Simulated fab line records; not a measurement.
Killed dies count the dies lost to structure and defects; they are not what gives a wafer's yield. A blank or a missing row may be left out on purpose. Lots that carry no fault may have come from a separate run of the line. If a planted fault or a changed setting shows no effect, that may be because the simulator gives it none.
Which of the tools did it?    flow gf180mcu    7 lots with 21 wafers sampled at 2 steps, on a route of 602 steps

## WHAT EACH GAUGE READ, for each wafer
GF_VT_IMPLANT_RS_MEAS_47: measurement is done with a four-point probe.
lot   measured      on             NWELL_RS (ohm/sq)
L343  day 7 16:39   film metro-01  489.4 487.7 489.7
L345  day 8 08:47   film metro-02  488.3 489.2 489.6
L347  day 8 23:01   film metro-04  489.3 488.9 488.3
L354  day 11 10:42  film metro-02  490.3 489.4 488.3
L357  day 11 21:59  film metro-01  497.7 497.5 497.1
L361  day 12 23:01  film metro-04  488.9 489.9 489.0
L364  day 13 18:23  film metro-01  489.1 489.9 489.5

## WHAT TOOL EACH LOT RAN ON (gives the tool, then ch and the chambers of the sampled wafers, and finally the start)
lot   GF_NWELL_IMPLANT_08
L343  implanter-02 ch 0, day 3 11:54
L345  implanter-02 ch 0, day 3 23:43
L347  implanter-04 ch 0, day 4 11:30
L354  implanter-02 ch 0, day 6 09:55
L357  implanter-02 ch 0, day 6 19:35
L361  implanter-04 ch 0, day 7 15:33
L364  implanter-04 ch 0, day 8 07:30
- GF_NWELL_IMPLANT_08

## THE ANSWER, worked out from the rows above alone
Rule: usual is defined by the lots themselves. Put in order of their means at a reading, lots are off if they are a third of the lots or fewer, leave a main group of 4 or more, and stand apart from it by a gap of 3 or more times the standard deviation of the main group's means; of several such gaps the widest counts. If all means in a main group match to the digits the tables above print for the reading, that group is not used. A lot without any number at a reading at which 4 lots or more have one is off too. Where the step has rows for the other lots, those lots are counted as sound.
Off: L357, seen at GF_VT_IMPLANT_RS_MEAS_47 (NWELL_RS). Mean 489.1 ohm/sq and standard deviation 0.23 in the main group.
A tool fits if, at a process step before that reading, it ran every lot that is off, and no sound lot after the first of them. The gauges at GF_VT_IMPLANT_RS_MEAS_47 are tried like those tools. One fits: GF_NWELL_IMPLANT_08 on implanter-02. Its last sound lot is L354 (day 6 09:55), its first lot that is off L357 (day 6 19:35): a fault that began between those two fits.

## WHAT WAS PUT IN BY THE SIMULATOR
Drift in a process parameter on implanter-02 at GF_NWELL_IMPLANT_08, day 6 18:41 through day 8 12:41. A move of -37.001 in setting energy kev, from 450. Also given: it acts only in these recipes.
Struck lots among those shown: L357. The rule above found the same.
